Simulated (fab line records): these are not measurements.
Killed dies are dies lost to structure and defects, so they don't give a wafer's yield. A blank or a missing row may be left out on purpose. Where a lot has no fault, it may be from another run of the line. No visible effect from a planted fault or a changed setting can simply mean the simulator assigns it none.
Chamber matching ; flow sky130 ; 4 sister chambers for SKY_POLY_CUT_ETCH_10 on rie diel-03
The step etches BARC in N2/H2, stops on SiO2, time 45.9 s, target depth 60 nm. 20 wafers are shown with their chamber, then 10 later ones without.

## WAFERS WITH THEIR CHAMBER
wafer;chamber;drypump motor current A (A);bias w (W);throttle valve pct (%)
L074.1;0;5.1;100.2;13.231
L074.3;1;6.5;100.2;13.230
L074.4;3;5.9;100.2;13.240
L076.3;2;6.2;100.5;13.225
L076.5;2;6.2;99.6;13.230
L076.6;3;5.8;99.7;13.227
L079.1;0;5.1;100.2;13.236
L079.2;2;6.2;100.2;13.224
L079.6;1;6.5;100.1;13.220
L080.1;2;6.2;99.2;13.206
L080.3;1;6.4;100.5;13.237
L080.4;0;5.1;100.4;13.235
L084.2;2;6.2;99.5;13.222
L084.4;1;6.5;100.0;13.223
L084.5;3;5.8;100.1;13.220
L086.2;1;6.5;99.7;13.225
L086.4;3;5.9;100.3;13.215
L086.5;0;5.1;99.5;13.221
L087.1;1;6.5;99.9;13.210
L087.3;2;6.2;99.3;13.221

SIGNATURES (averages over the wafers above)
reading;chamber 0;chamber 1;chamber 2;chamber 3;scatter within a chamber
drypump motor current A;5.100;6.483;6.200;5.850;0.0339
bias w;100.075;100.067;99.717;100.075;0.387
throttle valve pct;13.23075;13.22417;13.22133;13.22550;0.00882
Rule: distance of a wafer from a chamber = root of the sum over the readings of ((wafer's reading minus chamber's mean) / reading's scatter) squared. If the next closest chamber is less than 2 further off than the closest, the wafer can't be placed; otherwise it belongs to the closest. The scatter: take each reading less its chamber's mean, square it, sum over the shown wafers, divide by the number of wafers less the number of chambers, and take the root.

## WAFERS MISSING THEIR CHAMBER
wafer;drypump motor current A (A);bias w (W);throttle valve pct (%)
L087.5;5.9;99.6;13.220
L089.1;6.2;100.4;13.204
L089.2;5.9;100.1;13.240
L089.4;6.4;100.7;13.214
L091.1;5.1;99.9;13.226
L091.4;6.3;100.1;13.226
L091.5;6.4;100.0;13.234
L097.2;6.5;100.0;13.228
L097.4;5.9;100.1;13.223
L097.6;6.2;100.1;13.212

## THE CHAMBER EACH PASSED THROUGH
wafer;from the rows above;in truth
L087.5;3;3
L089.1;2;2
L089.2;3;3
L089.4;1;1
L091.1;0;0
L091.4;2;2
L091.5;1;1
L097.2;1;1
L097.4;3;3
L097.6;2;2
Correct placement for 10 of the 10. From these rows, 0 cannot be placed. Placed wrongly: 0.
